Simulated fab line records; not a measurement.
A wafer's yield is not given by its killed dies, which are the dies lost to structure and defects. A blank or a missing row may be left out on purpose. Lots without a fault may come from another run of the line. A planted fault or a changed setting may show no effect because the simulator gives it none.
A struck lot beside a sound one ; flow sky130 ; 19 out of 708 route steps
Sound: wafers L297.1, L297.3, L297.5. Struck: wafers L299.2, L299.4, L299.6. At the end, the cause is stated.
Per side, at each step with rows, come the tool, then ch with its chambers, and then its first start. Under that, the readings that differ: sound wafers ; struck wafers ; difference of the means ; sigmas: that difference in standard deviations of wafers without a fault.
alike: readings whose means differ by less than 2 such deviations, and words and numbers that are the same on both sides. not compared: withheld readings, readings that some wafer has no value for, bounds like >300 that may hide the same value, and numbers for which the record gives no deviation and whose values overlap.
Wherever a step has rows on one side only, a row that says differs or no value, or a row with sigmas, the two part there. Numbers that don't overlap but have no deviation are shown without sigmas and don't part them. Lack of a reading on every wafer of one side parts them only where that side has two or more wafers.

SKY_VIA1_ETCH_15: etches SiO2 in C4F8/O2/Ar, stops on TiN, target depth 351 nm, time 54 s.
  sound on rie diel-03 ch 0,1, day 38 03:16; struck on rie diel-03 ch 0,2, day 38 12:55
  alike: oes product au, rf fwd power W
  not compared: rf hours counter h
SKY_VIA1_STRIP_16: strips in O2/N2.
  sound on plasma asher-03 ch 0, day 38 03:19; struck on plasma asher-01 ch 0,1, day 38 12:58
reading;sound;struck;difference;sigmas
drypump motor current A (A);6.6 6.6 6.5;5.0 5.0 6.4;-1.1;-2
  alike: oes product au, strip time to endpoint s
  not compared: rf hours counter h
then, 3 steps without rows for these wafers: SKY_VIA1_STRIP_17 (strips in post etch residue remover, time 1200 s); SKY_VIA1_CLEAN_18 (cleans in IPA, time 180 s); SKY_VIA1_CLEAN_19 (cleans in O3/DIW).
SKY_VIA1_SPUTTER_20: material TiN, target thk 20 nm, time 80 s.
  struck on pvd sputter-01, day 38 13:38; sound on pvd sputter-04, day 38 03:55
  alike: chamber pressure pa, throttle valve pct
then, 1 step without rows for these wafers: SKY_VIA1_CVD_21 (deposits W, target thk 270 nm, time 80.902 s).
SKY_VIA1_RS_MEAS_22: the measuring method here is four-point-probe.
  struck on film metro-01, day 38 13:49; sound on film metro-02, day 38 04:04
  alike: VIA1_W_RS
SKY_VIA1_THK_MEAS_23: measures by xrf.
  struck on film metro-01, day 38 13:55; sound on film metro-02, day 38 04:11
  alike: VIA1_W_THK
then, 1 step without rows for these wafers: SKY_VIA1_CMP_24 (polishes, stops on SiO2, t overpolish 15 s, target thk 0 nm).
SKY_METAL2_SPUTTER_00: material Ti, target thk 15 nm, time 10 s.
  struck on pvd sputter-03, day 38 14:16; sound on pvd sputter-01, day 38 04:33
  alike: chamber pressure pa, throttle valve pct
then, 1 step without rows for these wafers: SKY_METAL2_SPUTTER_01 (material TiN, target thk 20 nm, time 16.7 s).
SKY_METAL2_SPUTTER_02: material AlCu, target thk 250 nm, time 13.3 s.
  struck on pvd sputter-03, day 38 14:19; sound on pvd sputter-01, day 38 04:36
reading;sound;struck;difference;sigmas
chamber pressure pa (Pa);0.4000 0.4004 0.3997;0.2582 0.2588 0.2601;-0.1410;-99 or more
throttle valve pct (%);28.9 30.9 29.1;38.6 39.4 34.7;+7.9;+7
model.AlCu_of_METAL2_SPUTTER_02.thk nm (nm);249.1 249.1 245.9;271.4 266.8 269.7;+21.3;
then, 1 step without rows for these wafers: SKY_METAL2_SPUTTER_03 (material Ti, target thk 5 nm, time 3.3 s).
SKY_METAL2_SPUTTER_04: material TiN, target thk 70 nm, time 58.3 s.
  struck on pvd sputter-03, day 38 14:22; sound on pvd sputter-01, day 38 04:38
  alike: chamber pressure pa, throttle valve pct
SKY_METAL2_RS_MEAS_05: the measuring method here is four-point-probe.
  struck on film metro-04, day 38 14:26; sound on film metro-03, day 38 04:41
reading;sound;struck;difference;sigmas
METAL2_ALCU_RS (ohm/sq);0.1274 0.1275 0.1294;0.1137 0.1159 0.1145;-0.0134;-8
SKY_METAL2_THK_MEAS_06: measures by xrf.
  struck on film metro-04, day 38 14:32; sound on film metro-03, day 38 04:49
reading;sound;struck;difference;sigmas
METAL2_ALCU_THK (nm);249 245 246;270 264 267;+20;+6
then, 1 step without rows for these wafers: SKY_METAL2_DEHYDRATE_07 (time 60 s).
-- the record jumps here: 11 days lie between the struck wafers' starts before and after (it left off in module METAL2 and takes up again in module PAD_OPEN, whose first step shown is number 708 of the route) --
SKY_PAD_OPEN_PROBE_99:
  struck on prober-02, day 49 06:05; sound on prober-02, day 49 01:53
reading;sound;struck;difference;sigmas
model.etest.met2.line ohm um;0.923 0.9276 0.9793;0.8102 0.8233 0.8096;-0.1289;
model.etest.met2.rs ohm sq;0.1282 0.1296 0.1292;0.1177 0.1206 0.1185;-0.0101;
  alike: defect limited yield, killed_at_M0_to_M3, killed_at_M4_up, killed at contacts, killed at front end, killed at other, killed dies, killed on rim, killed open, killed short, sort_bin_3_pad_short, sort_bin_5_function, sort_bin_6_memory, sort n pass, sort yield pct

## WHERE THEY PART
First at SKY_VIA1_STRIP_16; last, within this record, at SKY_METAL2_THK_MEAS_06. Later steps at which nothing parts them and some readings are alike: SKY_PAD_OPEN_PROBE_99.

WHY: what the simulator had put in
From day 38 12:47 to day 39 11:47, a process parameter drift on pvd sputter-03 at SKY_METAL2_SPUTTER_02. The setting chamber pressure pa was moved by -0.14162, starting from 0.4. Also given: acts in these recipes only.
